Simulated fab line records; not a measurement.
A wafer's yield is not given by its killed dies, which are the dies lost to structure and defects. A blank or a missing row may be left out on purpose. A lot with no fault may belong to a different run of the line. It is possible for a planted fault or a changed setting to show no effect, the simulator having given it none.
Code-filled problem report in 8D (eight disciplines) form + flow sfq line + the parts of the form that need people (team, actions taken, sign-off) are left out

1. WHAT WENT WRONG
At SFQ_TRILAYER_I3_VIA_BARC_OPEN_VIA_ETCH_121, oes product au averages 0.665 a.u. over 2 wafers from 2 lots, while fault-free wafers read 0.685 a.u., standard deviation 0.0047. That is -4.4 standard deviations from the usual mean.
The step: etches BARC in O2, target depth 125 nm, time 41.7 s.
Earliest sighting: wafer L359.2 on rie diel-02 at day 47 11:05. The record holds 18 wafers of 6 lots with a number at this step. By rule, "out" or "out of limits" means more than 4 standard deviations away from the usual mean. The rest of the wafers with a number are treated as sound.

2. WHAT IT IS, WHAT IT ISN'T
| question                    | is                       | is not                                                                                      |
|-----------------------------|--------------------------|---------------------------------------------------------------------------------------------|
| which readings at this step | oes product au           | chamber pressure mTorr, drypump motor current A                                             |
| which lots                  | L359, L361               | L362, L371, L372, L374                                                                      |
| which wafers of those lots  | L359.2, L361.2           | L359.1, L359.3, L361.5, L361.6                                                              |
| read on which tools         | rie diel-02, rie diel-03 | rie diel-04                                                                                 |
| when                        | from day 47 11:05        | up to then (2 sound wafers); but 14 sound wafers of L361, L362, L371, L372, L374 came after |

3. WHAT RULES OUT EACH SUSPECT
Counting: any tool at a process step up to the reading remains a suspect provided it ran every lot that is out. Sound lots after the first of them don't rule it out here, since some wafers of a struck lot are sound.
- litho track-03 at SFQ_TRILAYER_I3_VIA_LITHO_COAT_090 (resist thk 62 nm): kept. It ran every lot that is out, first L359 (day 41 17:02).
The count leaves litho track-03 at SFQ_TRILAYER_I3_VIA_LITHO_COAT_090.

4. THE CAUSE (what the simulator had put in)
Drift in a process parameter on litho track-03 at SFQ_TRILAYER_I3_VIA_LITHO_COAT_090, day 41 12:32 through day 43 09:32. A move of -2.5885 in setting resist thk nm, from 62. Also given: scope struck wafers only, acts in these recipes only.
The count eliminated every tool but this one.

5. THE EFFECT CHAIN, in route order
Rows list readings where the struck wafers' mean (over those with a number) sits beyond 3 standard deviations from the usual. Scope: only readings with a usual standard deviation given in the record; hours: median across lots of the time from each lot's start at the first step in this table that gives one to its start at this step; sigmas: change in usual standard deviations.
| hours | step                                       | reading        | usual      | on struck wafers | change | sigmas |
|-------|--------------------------------------------|----------------|------------|------------------|--------|--------|
| 0     | SFQ_TRILAYER_I3_VIA_BARC_OPEN_VIA_ETCH_121 | oes product au | 0.685 a.u. | 0.665            | -0.020 | -4.4   |
Process steps it contains:
- SFQ_TRILAYER_I3_VIA_BARC_OPEN_VIA_ETCH_121: etches BARC in O2, target depth 125 nm, time 41.7 s.

6. WHAT WOULD HAVE CAUGHT IT SOONER
In this record the first reading out of limits was taken at day 47 11:05, 143 hours after the fault began at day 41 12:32.
Tool readings at SFQ_TRILAYER_I3_VIA_LITHO_COAT_090 with a usual standard deviation given in the record: none out on any struck wafer, hence no alarm at a limit of 4 standard deviations on them.
By day 47 11:05 the whole set of lots that are out, 2 in number, had already begun SFQ_TRILAYER_I3_VIA_LITHO_COAT_090 on litho track-03. Tool hold at that time: it would have spared none of them.
